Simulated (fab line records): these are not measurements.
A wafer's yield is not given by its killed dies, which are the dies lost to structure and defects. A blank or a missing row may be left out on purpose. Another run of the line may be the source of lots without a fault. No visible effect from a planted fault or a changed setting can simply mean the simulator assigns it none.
Matching of chambers / flow gf180mcu / cmp-02 running GF_V2_CMP_26: 4 sister chambers
The step polishes, stops on SiO2, t overpolish 15 s, target thk 0 nm. 8 wafers are shown with their chamber, then 8 later ones without.

== EACH WAFER AND ITS CHAMBER ==
wafer=L624.2; chamber=0; motor_current_A (A)=11.6; time_to_endpoint_s (s)=80
wafer=L624.6; chamber=0; motor_current_A (A)=10.8; time_to_endpoint_s (s)=80
wafer=L625.1; chamber=1; motor_current_A (A)=11.3; time_to_endpoint_s (s)=77
wafer=L625.3; chamber=2; motor_current_A (A)=13.0; time_to_endpoint_s (s)=82
wafer=L630.3; chamber=3; motor_current_A (A)=10.4; time_to_endpoint_s (s)=87
wafer=L630.4; chamber=2; motor_current_A (A)=12.3; time_to_endpoint_s (s)=83
wafer=L630.5; chamber=1; motor_current_A (A)=10.8; time_to_endpoint_s (s)=80
wafer=L631.1; chamber=3; motor_current_A (A)=10.5; time_to_endpoint_s (s)=92

== WAFERS MISSING THEIR CHAMBER ==
wafer=L631.2; motor_current_A (A)=11.3; time_to_endpoint_s (s)=98
wafer=L631.6; motor_current_A (A)=11.1; time_to_endpoint_s (s)=91
wafer=L637.3; motor_current_A (A)=11.4; time_to_endpoint_s (s)=92
wafer=L637.5; motor_current_A (A)=10.5; time_to_endpoint_s (s)=93
wafer=L637.6; motor_current_A (A)=12.0; time_to_endpoint_s (s)=90
wafer=L642.2; motor_current_A (A)=10.6; time_to_endpoint_s (s)=88
wafer=L642.5; motor_current_A (A)=11.1; time_to_endpoint_s (s)=93
wafer=L642.6; motor_current_A (A)=10.8; time_to_endpoint_s (s)=89

== WHICH CHAMBER EACH ONE RAN IN ==
wafer=L631.2; from the rows above=3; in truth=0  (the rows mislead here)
wafer=L631.6; from the rows above=3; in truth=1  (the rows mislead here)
wafer=L637.3; from the rows above=3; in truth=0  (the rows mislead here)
wafer=L637.5; from the rows above=3; in truth=3
wafer=L637.6; from the rows above=can't be placed: 3 or 2 or 0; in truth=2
wafer=L642.2; from the rows above=3; in truth=3
wafer=L642.5; from the rows above=3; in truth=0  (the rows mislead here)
wafer=L642.6; from the rows above=3; in truth=3
Placed correctly: 3 of 8. Not placeable from these rows: 1 (in 1, the candidates include the true chamber). 4 placed wrongly.
How it was worked out, from the rows above alone: a wafer's distance from a chamber is the root of the sum, over the readings, of the square of ((its reading less the chamber's mean) divided by the reading's scatter). The wafer belongs to the nearest chamber; if the next one is less than 2 further off, it can't be placed. For every chamber, the mean is computed from those of its wafers that are shown. The scatter: take each reading less its chamber's mean, square it, sum over the shown wafers, divide by the number of wafers less the number of chambers, and take the root.
